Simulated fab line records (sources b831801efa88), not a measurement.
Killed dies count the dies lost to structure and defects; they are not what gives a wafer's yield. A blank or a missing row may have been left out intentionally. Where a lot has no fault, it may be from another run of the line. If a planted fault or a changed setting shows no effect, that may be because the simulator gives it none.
Chamber matching + flow sky130 + SKY_VIA4_ETCH_12 on rie diel-01 has 4 sister chambers
The step etches SiO2 in C4F8/O2/Ar, stops on TiN, target depth 580 nm. 4 wafers are shown with their chamber, then 11 later ones without.

== WAFERS PAIRED WITH THEIR CHAMBERS ==
| wafer  | chamber | oes product au (a.u.) |
|--------|---------|-----------------------|
| L087.6 | 1       | 0.929                 |
| L088.1 | 0       | 0.919                 |
| L088.3 | 3       | 0.925                 |
| L091.1 | 2       | 0.931                 |

== WAFERS WITH NO CHAMBER GIVEN ==
| wafer  | oes product au (a.u.) |
|--------|-----------------------|
| L091.4 | 0.928                 |
| L091.5 | 0.921                 |
| L094.1 | 0.920                 |
| L094.3 | 0.931                 |
| L094.5 | 0.926                 |
| L095.1 | 0.929                 |
| L095.4 | 0.928                 |
| L095.6 | 0.923                 |
| L097.3 | 0.924                 |
| L097.4 | 0.925                 |
| L097.5 | 0.927                 |

== WHICH CHAMBER EACH ONE RAN IN ==
| wafer  | from the rows above          | in truth                   |
|--------|------------------------------|----------------------------|
| L091.4 | can't be placed: 1 or 2 or 3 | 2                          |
| L091.5 | can't be placed: 0 or 3      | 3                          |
| L094.1 | 0                            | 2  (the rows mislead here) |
| L094.3 | can't be placed: 2 or 1      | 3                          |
| L094.5 | can't be placed: 3 or 1      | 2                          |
| L095.1 | can't be placed: 1 or 2      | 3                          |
| L095.4 | can't be placed: 1 or 2 or 3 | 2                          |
| L095.6 | can't be placed: 3 or 0      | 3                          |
| L097.3 | 3                            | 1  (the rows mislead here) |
| L097.4 | 3                            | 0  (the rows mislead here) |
| L097.5 | can't be placed: 1 or 3 or 2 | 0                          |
0 of 11 placed correctly. Unplaceable from these rows: 8, with the true chamber sitting among the candidates in 4. 3 placed wrongly.
How it was worked out, from the rows above alone: a wafer's distance from a chamber is the root of the sum, over the readings, of the square of ((its reading less the chamber's mean) divided by the reading's scatter). The wafer belongs to the nearest chamber; if the next one is less than 2 further off, it can't be placed. The mean given for a chamber averages the wafers shown for that chamber. The scatter (one wafer shown for each chamber): square how far every hidden wafer sits from the nearest shown wafer, average those squares and take the square root.
